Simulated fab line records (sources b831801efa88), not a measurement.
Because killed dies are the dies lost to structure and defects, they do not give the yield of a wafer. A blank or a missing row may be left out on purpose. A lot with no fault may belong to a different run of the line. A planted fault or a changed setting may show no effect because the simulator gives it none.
Split-lot experiment | flow sky130 | 5 lots, 23 wafers read, on a route of 708 steps

SPLIT DETAILS
At SKY_LI_CONTACT_COAT_07 (resist thk 450 nm), the setting spin-rpm was moved away from the recipe's 3000 rpm on 8 of the 23 wafers read, by +2.1% to +5.8%. All remaining wafers had this setting at the recipe value.

FROM THE SPLIT TO THE READING: what the file shows between them, 3 steps
- SKY_LI_CONTACT_SOFTBAKE_08: time 90 s
- SKY_LI_CONTACT_EXPOSE_09: exposes mask LICM1, target cd 170 nm
- SKY_LI_CONTACT_ETCH_14: etches BARC in N2/H2, stops on SiO2, time 45.9 s, target depth 60 nm

THE READING
KrF-thick_of_LI_CONTACT_COAT_07.thk-nm (the simulator's own value, which no gauge read), in nm, at SKY_LI_CONTACT_ETCH_15 (etches PSG in C4F8/O2/Ar, stops on Si, target depth 600 nm). No usual value for it is given in the file. Here, 15 wafers ran the recipe; their average is 227.0 nm with a standard deviation of 2.8 nm.

wafer  | tool, chamber at the split | spin-rpm as run, rpm | against the recipe | KrF-thick_of_LI_CONTACT_COAT_07.thk-nm, nm | against lot-mates on the recipe
L074.2 | litho-track-04, 0          | 3000                 | recipe             | 224.2                                      | -
L074.4 | litho-track-04, 0          | 3000                 | recipe             | 225.7                                      | -
L074.5 | litho-track-04, 0          | 3000                 | recipe             | 223.5                                      | -
L076.1 | litho-track-04, 0          | 3142                 | +4.7%              | 217.8                                      | -9.6
L076.2 | litho-track-04, 0          | 3000                 | recipe             | 227.1                                      | -
L076.4 | litho-track-04, 0          | 3142                 | +4.7%              | 221.7                                      | -5.8
L076.5 | litho-track-04, 0          | 3142                 | +4.7%              | 221.4                                      | -6.0
L076.6 | litho-track-04, 0          | 3000                 | recipe             | 227.8                                      | -
L081.1 | litho-track-04, 0          | 3000                 | recipe             | 231.4                                      | -
L081.2 | litho-track-04, 0          | 3000                 | recipe             | 223.7                                      | -
L081.3 | litho-track-04, 0          | 3062                 | +2.1%              | 226                                        | -2.7
L081.5 | litho-track-04, 0          | 3062                 | +2.1%              | 222.3                                      | -6.4
L081.6 | litho-track-04, 0          | 3000                 | recipe             | 231                                        | -
L083.1 | litho-track-01, 0          | 3000                 | recipe             | 227.1                                      | -
L083.2 | litho-track-01, 0          | 3000                 | recipe             | 232.1                                      | -
L083.3 | litho-track-01, 0          | 3000                 | recipe             | 229.7                                      | -
L083.4 | litho-track-01, 0          | 3000                 | recipe             | 225.7                                      | -
L083.6 | litho-track-01, 0          | 3000                 | recipe             | 226.9                                      | -
L085.1 | litho-track-01, 0          | 3000                 | recipe             | 224.4                                      | -
L085.2 | litho-track-01, 0          | 3173                 | +5.8%              | 209.9                                      | -14.6
L085.4 | litho-track-01, 0          | 3173                 | +5.8%              | 212.6                                      | -11.9
L085.5 | litho-track-01, 0          | 3000                 | recipe             | 224.6                                      | -
L085.6 | litho-track-01, 0          | 3173                 | +5.8%              | 212.7                                      | -11.8

FIT RESULTS
A straight line over all 23 wafers: KrF-thick_of_LI_CONTACT_COAT_07.thk-nm changes by -2.16 nm for each +1% of spin-rpm; r = -0.86; the points scatter about the line by 3.1 nm.
The same after taking each lot's own level away (the mean of its wafers on the recipe; 23 wafers): -1.95 nm for each +1%; r = -0.90; scatter 2.3 nm.
On that fit, the largest move of spin-rpm shifts the reading by 11 nm.
From 224.47 to 228.70 nm: that is the span of the lots' own levels, equal to 1.5 times the standard deviation above.
Thus the slope moves with the lot-to-lot level: the two fits are different.
Check: with one of the wafers moved furthest among these (+5.8%) left out of the fit, the line predicts -10.4 nm for it against its lot-mates. It came out at -14.6 nm against them.

THESE WAFERS: OTHER SPLITS
Note: prior to the reading, these wafers also went through further splits. Each is held against what the fit with the lots' levels taken away leaves over:
other split on the same wafers      | wafers away from the commonest value | r with KrF-thick_of_LI_CONTACT_COAT_07.thk-nm (lot level and that fit taken away)
SKY_POLY_CUT_EXPOSE_05 dose-mj      | 8                                    | +0.37
SKY_RES_XHIGH_COAT_02 resist-thk-nm | 9                                    | -0.18
SKY_RES_XHIGH_DEVELOP_06 dev-temp-c | 10                                   | +0.15
SKY_SD_N_STRIP_11 power-w           | 5                                    | -0.25
SKY_LI_CONTACT_HDPCVD_00 time-s     | 8                                    | -0.09

THE WHOLE CHAIN: every reading that the file lists as answering this split, in the file's order
step                   | what it does                                                         | reading                                                                                 | change (the file's fit)              | r (the file's)
SKY_LI_CONTACT_COAT_07 | resist thk 450 nm                                                    | KrF-thick_of_LI_CONTACT_COAT_07.thk-nm (the simulator's own value, which no gauge read) | -2.24 nm for each +1% of the setting | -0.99
SKY_LI_CONTACT_ETCH_14 | etches BARC in N2/H2, stops on SiO2, time 45.9 s, target depth 60 nm | KrF-thick_of_LI_CONTACT_COAT_07.thk-nm (the simulator's own value, which no gauge read) | -2.15 nm for each +1% of the setting | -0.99
SKY_LI_CONTACT_ETCH_15 | etches PSG in C4F8/O2/Ar, stops on Si, target depth 600 nm           | KrF-thick_of_LI_CONTACT_COAT_07.thk-nm (the simulator's own value, which no gauge read) | -1.95 nm for each +1% of the setting | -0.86

FILE'S OWN FIT
KrF-thick_of_LI_CONTACT_COAT_07.thk-nm changes by -1.95 nm for each +1% of spin-rpm, r = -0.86.
